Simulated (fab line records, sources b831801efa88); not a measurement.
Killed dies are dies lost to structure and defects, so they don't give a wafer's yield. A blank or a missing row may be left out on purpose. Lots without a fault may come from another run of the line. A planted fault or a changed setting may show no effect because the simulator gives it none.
Chamber matching | flow sky130 | SKY_FIELD_ISO_ETCH_14 on rie_diel-01: 4 sister chambers
The step etches BARC in N2/H2, stops on SiO2, time 45.9 s, target depth 60 nm. 14 wafers are shown with their chamber, then 7 later ones without.

WAFERS WITH THEIR CHAMBER
wafer  | chamber | oes_product_au (a.u.) | n2_flow_sccm (sccm) | drypump_motor_current_A (A)
L075.3 | 2       | 0.859                 | 99.9                | 5.5
L075.4 | 1       | 0.852                 | 100.4               | 5.6
L075.5 | 0       | 0.858                 | 99.8                | 5.6
L076.1 | 0       | 0.860                 | 99.6                | 5.6
L076.2 | 3       | 0.845                 | 99.3                | 5.5
L076.6 | 0       | 0.853                 | 99.5                | 5.6
L077.1 | 0       | 0.854                 | 100.1               | 5.6
L077.2 | 1       | 0.848                 | 99.7                | 5.6
L077.4 | 1       | 0.863                 | 99.6                | 5.6
L080.1 | 1       | 0.856                 | 100.0               | 5.6
L080.2 | 3       | 0.851                 | 99.6                | 5.6
L080.5 | 2       | 0.861                 | 100.7               | 5.6
L081.1 | 0       | 0.857                 | 100.1               | 5.6
L081.3 | 3       | 0.847                 | 99.3                | 5.6

SIGNATURES (means of the wafers above)
reading                 | chamber 0 | chamber 1 | chamber 2 | chamber 3 | scatter within a chamber
oes_product_au          | 0.85640   | 0.85475   | 0.86000   | 0.84767   | 0.0042
n2_flow_sccm            | 99.820    | 99.925    | 100.300   | 99.400    | 0.328
drypump_motor_current_A | 5.600     | 5.600     | 5.550     | 5.567     | 0.0342
Rule: a wafer's distance from a chamber is the root of the sum, over the readings, of the square of ((its reading less the chamber's mean) divided by the reading's scatter). The wafer belongs to the nearest chamber; if the next one is less than 2 further off, it can't be placed. The scatter: the root of (the sum of the squares of (reading less its chamber's mean) over the shown wafers, divided by (wafers less chambers)).

WAFERS WITHOUT THEIR CHAMBER
wafer  | oes_product_au (a.u.) | n2_flow_sccm (sccm) | drypump_motor_current_A (A)
L081.4 | 0.856                 | 100.0               | 5.7
L086.1 | 0.854                 | 99.4                | 5.6
L086.3 | 0.850                 | 100.4               | 5.5
L086.4 | 0.851                 | 100.0               | 5.7
L096.3 | 0.854                 | 99.8                | 5.6
L096.4 | 0.853                 | 100.7               | 5.6
L096.5 | 0.853                 | 100.3               | 5.6

WHICH CHAMBER EACH WENT THROUGH
wafer  | from the rows above               | in truth
L081.4 | can't be placed: 1 or 0 or 2 or 3 | 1
L086.1 | can't be placed: 0 or 1 or 3      | 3
L086.3 | can't be placed: 2 or 1 or 3 or 0 | 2
L086.4 | can't be placed: 1 or 0 or 3 or 2 | 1
L096.3 | can't be placed: 1 or 0 or 3      | 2
L096.4 | can't be placed: 1 or 2 or 0 or 3 | 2
L096.5 | can't be placed: 1 or 0 or 2 or 3 | 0
Placed correctly: 0 of 7. Can't be placed from these rows: 7 (the true chamber is among the candidates in 6). Placed wrongly: 0.
